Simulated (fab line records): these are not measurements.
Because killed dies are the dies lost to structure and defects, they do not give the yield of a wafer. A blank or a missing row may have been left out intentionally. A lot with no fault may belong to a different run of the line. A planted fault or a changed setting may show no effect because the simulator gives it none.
A single fault, viewed from 2 desks -- flow sky130 -- only its own numbers are on each desk; what lay behind them is given at the end

## AT THE TOOL OWNER'S DESK: krfScanner-02
The tool's own readings at SKY_POLY_GATE_EXPOSE_10 (exposes mask P1M, target cd 150 nm): means of the sampled wafers that have a number, for each lot that ran on this tool. A lot is out of limits, marked OUT, if its mean lies more than 4 standard deviations from the usual mean; the brackets give that distance.
Columns: A = exposureDoseMJCm2 at SKY_POLY_GATE_EXPOSE_10, usual 27.995
lot,first seen here,A
L450,day 16 13:19,27.981
L452,day 17 06:22,27.986
L454,day 18 15:07,28.025
L459,day 19 10:23,27.991
L461,day 20 11:36,28.010
L463,day 21 06:16,27.983
L465,day 21 17:31,28.007
L471,day 23 23:25,27.970
L472,day 24 04:43,27.984
This desk found nothing out of limits on any of the 9 lots.

## AT THE METROLOGY DESK
Means of the sampled wafers that have a number, per lot and without regard to the tool the lot ran on: this is what the gauges read. A lot is out of limits, marked OUT, if its mean lies more than 4 standard deviations from the usual mean; the brackets give that distance.
Columns: A = NWELL_OXIDATION_THK at SKY_NWELL_THK_MEAS_02, usual 9.99 nm; B = cdNm at SKY_VT_ADJUST_HVTP_CD_MEAS_07, usual 380.2 nm; C = cdNm at SKY_POLY_GATE_CD_MEAS_13, usual 149.7 nm
lot,first seen here,A,B,C
L450,day 2 18:20,10.07,381.7,149.6
L451,day 3 00:40,10.15,376.1,148.1
L452,day 3 06:00,9.81,377.8,148.7
L453,day 4 01:26,9.95,378.3,150.9
L454,day 4 01:31,9.86,381.0,151.6
L456,day 4 07:29,9.97,381.7,150.0
L457,day 4 07:29,9.97,379.9,148.6
L459,day 4 14:14,10.02,378.3,149.6
L461,day 5 05:16,10.05,377.1,148.3
L463,day 5 13:26,10.01,379.6,138.8 (-8.4) OUT
L465,day 5 22:26,9.71,382.8,141.4 (-6.4) OUT
L471,day 7 08:18,9.95,380.7,149.7
L472,day 7 15:13,10.04,381.7,147.8
This desk finds L463, L465 out of limits, L463 being first, at day 21 21:42 (cdNm at SKY_POLY_GATE_CD_MEAS_13). L450, L451, L452, L453, L454, L456, L457, L459, L461, L471, L472: within limits.

## BROUGHT TOGETHER
On L463, L465, the metrology desk was in a position to raise an alarm at day 21 21:42.
The desk of the tool owner found nothing out of limits.
Tool owner's desk: L463, L465 on record, inside its limits.
On krfScanner-02, each named lot ran SKY_POLY_GATE_EXPOSE_10.

## WHAT THE SIMULATOR HAD INSERTED
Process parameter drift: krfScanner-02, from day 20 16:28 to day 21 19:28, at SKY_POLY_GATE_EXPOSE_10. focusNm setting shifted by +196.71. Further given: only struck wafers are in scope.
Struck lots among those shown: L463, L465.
Time in hours between the start of the fault and the first out-of-limits reading at each desk: metrology desk, 29.
